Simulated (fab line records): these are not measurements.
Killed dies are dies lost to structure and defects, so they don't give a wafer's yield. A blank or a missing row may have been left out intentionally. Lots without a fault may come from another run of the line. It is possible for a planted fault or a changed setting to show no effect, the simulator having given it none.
Matching of chambers + flow sky130 + SKY_VIA4_CMP_21 on cmp-02: 4 sister chambers
The step polishes, stops on SiO2, t overpolish 25 s, target thk 0 nm. 7 wafers are shown with their chamber, then 7 later ones without.

== WAFERS, EACH WITH ITS CHAMBER ==
| wafer  | chamber | motor_current_A (A) | slurry_filter_dp_kPa (kPa) |
|--------|---------|---------------------|----------------------------|
| L579.6 | 1       | 12.4                | 13.56                      |
| L580.6 | 3       | 10.8                | 13.31                      |
| L587.2 | 2       | 11.8                | 13.41                      |
| L587.5 | 0       | 11.7                | 13.64                      |
| L587.6 | 3       | 11.5                | 13.51                      |
| L589.2 | 0       | 11.1                | 13.39                      |
| L589.4 | 2       | 11.7                | 13.56                      |

== WAFERS WHOSE CHAMBER IS MISSING ==
| wafer  | motor_current_A (A) | slurry_filter_dp_kPa (kPa) |
|--------|---------------------|----------------------------|
| L589.5 | 11.4                | 13.36                      |
| L596.1 | 11.3                | 13.64                      |
| L596.2 | 11.1                | 13.41                      |
| L596.4 | 11.4                | 13.56                      |
| L597.1 | 11.7                | 13.54                      |
| L597.3 | 11.8                | 13.71                      |
| L597.5 | 11.4                | 13.51                      |

== WHICH CHAMBER EACH WENT THROUGH ==
| wafer  | from the rows above               | in truth |
|--------|-----------------------------------|----------|
| L589.5 | can't be placed: 3 or 0 or 2      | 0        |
| L596.1 | can't be placed: 0 or 2 or 3      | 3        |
| L596.2 | can't be placed: 3 or 0 or 2      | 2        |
| L596.4 | can't be placed: 0 or 2 or 3      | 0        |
| L597.1 | can't be placed: 2 or 0 or 3 or 1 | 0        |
| L597.3 | can't be placed: 2 or 0 or 1 or 3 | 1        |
| L597.5 | can't be placed: 0 or 2 or 3      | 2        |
Placed correctly: 0 of 7. Not placeable from these rows: 7 (in 7, the candidates include the true chamber). Wrongly placed: 0.
How it was worked out, from the rows above alone: a wafer's distance from a chamber is the root of the sum, over the readings, of the square of ((its reading less the chamber's mean) divided by the reading's scatter). If the next closest chamber is less than 2 further off than the closest, the wafer can't be placed; otherwise it belongs to the closest. A chamber's mean is the mean of its shown wafers. How the scatter is found: for the shown wafers, subtract from each reading the mean of its chamber, square and add these, divide the total by (wafers less chambers), then take the root.
